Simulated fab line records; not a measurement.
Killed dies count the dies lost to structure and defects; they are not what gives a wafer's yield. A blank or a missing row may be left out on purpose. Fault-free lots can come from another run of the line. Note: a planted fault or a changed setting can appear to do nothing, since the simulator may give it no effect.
Problem report in the 8D (eight disciplines) form, filled by code ; flow sky130 ; the parts of the form that need people (team, actions taken, sign-off) are left out

1. PROBLEM STATEMENT
Wafers free of any fault read 2579 (standard deviation 23) for LDD_N_TW at SKY_LDD_N_TW_MEAS_17, against a mean of 3033 on 6 wafers of 2 lots. That puts it +20 standard deviations away from the usual mean.
The first sign was on wafer L915.2 at day 23 16:01, on film_metro-03. At this step, 33 wafers from 11 lots have a number in the record. Rule for "out" (also "out of limits"): further than 4 standard deviations from the usual mean. The rest of the wafers with a number are treated as sound.

2. WHAT IT IS; WHAT IT IS NOT
question;is;is not
which readings at this step;LDD_N_TW;-
which lots;L915, L916;L902, L904, L906, L907, L908, L909, L913, L914, L922
which wafers of those lots;all that have a number;-
read on which gauges;film_metro-02, film_metro-03;film_metro-04
when;from day 23 16:01;"up to then (24 sound wafers); but 3 sound wafers of L922 came after"

3. WHAT RULES OUT EACH SUSPECT
Counting: a tool at a process step up to the reading stays a suspect if it ran every lot that is out and no sound lot after the first of them.
- the gauge at SKY_LDD_N_TW_MEAS_17 has been ruled out. The wafers that are out were read on 2 gauges (film_metro-02, film_metro-03).
- implanter-03 at SKY_LDD_N_IMPLANT_08: kept. It ran every lot that is out, first L915 (day 23 14:44), and no sound lot after that; its last sound lot up to then is L913 (day 23 04:21). Out on those wafers are its own readings of beam_on_s, dose_ions_cm2, faraday_current_uA.
The count leaves implanter-03 at SKY_LDD_N_IMPLANT_08.

4. THE CAUSE (what the simulator had put in)
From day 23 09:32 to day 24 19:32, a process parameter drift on implanter-03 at SKY_LDD_N_IMPLANT_08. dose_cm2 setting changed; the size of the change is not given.
The count eliminated every tool but this one.

5. SEQUENCE OF EFFECTS, ordered by route
Rows list readings where the struck wafers' mean (over those with a number) sits beyond 3 standard deviations from the usual. Only readings whose record carries a usual standard deviation are examined. hours: median over the lots of the time between each lot's start at the first step of this table that gives one and its start at this step. sigmas: the change, counted in usual standard deviations.
hours;step;reading;usual;on struck wafers;change;sigmas
0;SKY_LDD_N_IMPLANT_08;beam_on_s;10.00 s;78.62;+68.62;+99 or more
0;SKY_LDD_N_IMPLANT_08;dose_ions_cm2;7.499e+13;9.029e+14;+8.280e+14;+99 or more
0;SKY_LDD_N_IMPLANT_08;faraday_current_uA;423;648;+225;+25
1;SKY_LDD_N_STRIP_16;strip_time_to_endpoint_s;4.317 s;5.954;+1.637;+99 or more
1;SKY_LDD_N_TW_MEAS_17;LDD_N_TW;2579;3033;+454;+20
It contains these process steps:
- SKY_LDD_N_IMPLANT_08
- SKY_LDD_N_STRIP_16: strips in O2/N2.

6. WHAT WOULD HAVE CAUGHT IT SOONER
In this record the first reading out of limits at a measuring or inspecting step was taken at day 23 16:01, 6 hours after the fault began at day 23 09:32.
Tool's own readings at SKY_LDD_N_IMPLANT_08, beam_on_s, dose_ions_cm2, faraday_current_uA: out on all struck wafers the step has rows for; an alarm limit on them would have tripped on the first.
L916, from the lots that are out (2), started SKY_LDD_N_IMPLANT_08 on implanter-03 later than day 23 16:01. Putting the tool on hold at that point would have spared it.
